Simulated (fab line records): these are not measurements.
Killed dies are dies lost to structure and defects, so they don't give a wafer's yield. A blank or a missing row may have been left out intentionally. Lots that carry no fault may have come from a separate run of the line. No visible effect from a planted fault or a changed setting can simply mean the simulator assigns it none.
A lot that was struck, set against a sound lot :: flow sky130 :: 43 out of 708 route steps
Sound: the wafers L508.2, L508.3, L508.4. Struck: wafer L514.1 (left out: L514.2, L514.3 of the same lot, which were not struck); the cause appears at the end.
Each step with rows lists, per side, the tool, then ch with its chambers, then its first start. Under that, the readings that differ: sound wafers :: struck wafers :: difference of the means :: sigmas: that difference in standard deviations of wafers without a fault.
alike: readings with means less than 2 such deviations apart, plus words and numbers identical on both sides. not compared: withheld readings, readings lacking a value on some wafer, bounds such as >300 that could conceal the same value, and numbers that have no deviation in the record and whose values overlap.
A row with sigmas, a row that says differs or no value, or rows on one side alone: a step with any of these is where the two part. When numbers do not overlap yet have no deviation, they are printed without sigmas and do not part them. Lack of a reading on every wafer of one side parts them only where that side has two or more wafers.

SKY_VIA3_BOW_MEAS_03:
  sound: filmMetro-02 at day 39 05:21; struck: filmMetro-01 at day 41 05:32
  alike: VIA3_BOW
then, 8 steps without rows for these wafers: SKY_VIA3_DEHYDRATE_04 (time 60 s); SKY_VIA3_HMDS_05 (prime time 60 s); SKY_VIA3_COAT_06 (resist thk 60 nm); SKY_VIA3_COAT_07 (resist thk 450 nm); SKY_VIA3_SOFTBAKE_08 (time 90 s); SKY_VIA3_EXPOSE_09 (exposes mask VIM3, target cd 200 nm); SKY_VIA3_PEB_10; SKY_VIA3_DEVELOP_11 (develop time 60 s).
SKY_VIA3_CD_MEAS_12 targets a cd of 200 nm.
  sound: cdSem-01 at day 40 05:49; struck: cdSem-01 at day 42 04:53
  alike: cdNm
SKY_VIA3_OVL_MEAS_13:
  sound: overlay-01 at day 40 05:55; struck: overlay-01 at day 42 05:01
  alike: VIA3_OVL
SKY_VIA3_ETCH_14: etches BARC in N2/H2, stops on SiO2, time 45.9 s, target depth 60 nm.
  sound on rieDiel-04 ch 0,1,2, day 40 05:56; struck on rieDiel-04 ch 2, day 42 05:02
  alike: drypumpMotorCurrentA, oesProductAu, throttleValvePct
  not compared: rfHoursCounterH
SKY_VIA3_ETCH_15: etches SiO2 in C4F8/O2/Ar, stops on TiN, target depth 507 nm, time 78 s.
  sound on rieDiel-04 ch 0,1,2, day 40 05:59; struck on rieDiel-04 ch 2, day 42 05:05
  alike: oesProductAu
  not compared: rfHoursCounterH
then, 4 steps without rows for these wafers: SKY_VIA3_STRIP_16 (strips in O2/N2); SKY_VIA3_STRIP_17 (strips in post etch residue remover, time 1200 s); SKY_VIA3_CLEAN_18 (cleans in IPA, time 180 s); SKY_VIA3_CLEAN_19 (cleans in O3/DIW).
SKY_VIA3_SPUTTER_20: material TiN, target thk 20 nm, time 80 s.
  sound: pvdSputter-01 at day 40 06:59; struck: pvdSputter-03 at day 42 05:44
  alike: throttleValvePct
SKY_VIA3_CVD_21: deposits W, target thk 390 nm, time 117.31 s.
  sound on cvdW-02 ch 0,1, day 40 07:04; struck on cvdW-01 ch 1, day 42 05:48
  alike: heaterPowerW
SKY_VIA3_RS_MEAS_22: the measuring method here is four-point-probe.
  sound: filmMetro-02 at day 40 07:12; struck: filmMetro-02 at day 42 05:55
  alike: VIA3_W_RS
SKY_VIA3_THK_MEAS_23: measures by xrf.
  sound: filmMetro-02 at day 40 07:19; struck: filmMetro-02 at day 42 06:02
  alike: VIA3_W_THK
then, 1 step without rows for these wafers: SKY_VIA3_CMP_24 (polishes, stops on SiO2, t overpolish 20 s, target thk 0 nm).
SKY_METAL4_SPUTTER_00: material Ti, target thk 15 nm, time 10 s.
  sound: pvdSputter-04 at day 40 07:40; struck: pvdSputter-02 at day 42 06:24
  alike: throttleValvePct
then, 5 steps without rows for these wafers: SKY_METAL4_SPUTTER_01 (material TiN, target thk 20 nm, time 16.7 s); SKY_METAL4_SPUTTER_02 (material AlCu, target thk 735 nm, time 39.1 s); SKY_METAL4_SPUTTER_03 (material Ti, target thk 5 nm, time 3.3 s); SKY_METAL4_SPUTTER_04 (material TiN, target thk 70 nm, time 58.3 s); SKY_CAP2M_CVD_00 (deposits SiO2, target thk 15.5 nm).
SKY_CAP2M_THK_MEAS_01:
  sound: filmMetro-03 at day 40 07:50; struck: filmMetro-04 at day 42 06:35
  alike: CAP2M_CVD_00_THK
SKY_CAP2M_SPUTTER_02: material TiN, target thk 200 nm, time 166.7 s.
  sound: pvdSputter-03 at day 40 07:53; struck: pvdSputter-04 at day 42 06:38
  alike: substrateTempC, throttleValvePct
SKY_CAP2M_RS_MEAS_03: the measuring method here is four-point-probe.
  sound: filmMetro-04 at day 40 08:01; struck: filmMetro-03 at day 42 06:44
  alike: CAP2M_TIN_RS
SKY_CAP2M_THK_MEAS_04: measures by xrf.
  sound: filmMetro-04 at day 40 08:08; struck: filmMetro-03 at day 42 06:52
  alike: CAP2M_TIN_THK
then, 7 steps without rows for these wafers: SKY_CAP2M_DEHYDRATE_05 (time 60 s); SKY_CAP2M_HMDS_06 (prime time 60 s); SKY_CAP2M_COAT_07 (resist thk 1140 nm); SKY_CAP2M_SOFTBAKE_08 (time 60 s); SKY_CAP2M_EXPOSE_09 (exposes mask CAP2M, target cd 1000 nm); SKY_CAP2M_PEB_10; SKY_CAP2M_DEVELOP_11 (develop time 60 s).
SKY_CAP2M_OVL_MEAS_12:
  sound: overlay-02 at day 41 08:14; struck: overlay-02 at day 43 05:56
  alike: CAP2M_OVL
then, 2 steps without rows for these wafers: SKY_CAP2M_METAL_ETCH_13 (etches TiN in Cl2/BCl3, stops on SiO2, target depth 220 nm, time 61.56 s); SKY_CAP2M_STRIP_14 (strips in O2/N2).
-- the record jumps here: 5 days lie between the struck wafers' starts before and after (it left off in module CAP2M and takes up again in module PAD_OPEN, whose first step shown is number 708 of the route) --
SKY_PAD_OPEN_PROBE_99:
  sound: prober-01 at day 46 08:15; struck: prober-02 at day 47 22:24
reading: defectLimitedYield (%)
sound: 84.6 81.1 84.3
struck: 74.2
difference: -9.1
sigmas: -5

reading: killed_at_M0_to_M3
sound: 42 52 32
struck: 85
difference: +43
sigmas: +6

reading: killedDies
sound: 76 93 77
struck: 127
difference: +45
sigmas: +5

reading: sort_bin_5_function (%)
sound: 9.1 11.0 10.0
struck: 16.5
difference: +6.5
sigmas: +4

reading: sort_bin_6_memory (%)
sound: 5.1 6.9 5.1
struck: 8.3
difference: +2.6
sigmas: +2

reading: sortNPass
sound: 416 399 415
struck: 365
difference: -45
sigmas: -5

reading: sortYieldPct (%)
sound: 84.6 81.1 84.3
struck: 74.2
difference: -9.1
sigmas: -5

reading: model.etest.tester.sortNPass
sound: 416 399 415
struck: 365
difference: -45
sigmas: 

reading: model.etest.tester.sortYieldPct (%)
sound: 84.55 81.1 84.35
struck: 74.19
difference: -9.14
sigmas: 

reading: model.etest.tester.sort_bin_5_pct (%)
sound: 9.146 10.98 9.959
struck: 16.46
difference: +6.43
sigmas: 
  alike: killed_at_M4_up, killedAtContacts, killedAtFrontEnd, killedAtOther, killedOpen, killedShort, sort_bin_3_pad_short

== WHERE THEY PART ==
Only at SKY_PAD_OPEN_PROBE_99, as far as this record shows.

WHY: the cause the simulator had injected
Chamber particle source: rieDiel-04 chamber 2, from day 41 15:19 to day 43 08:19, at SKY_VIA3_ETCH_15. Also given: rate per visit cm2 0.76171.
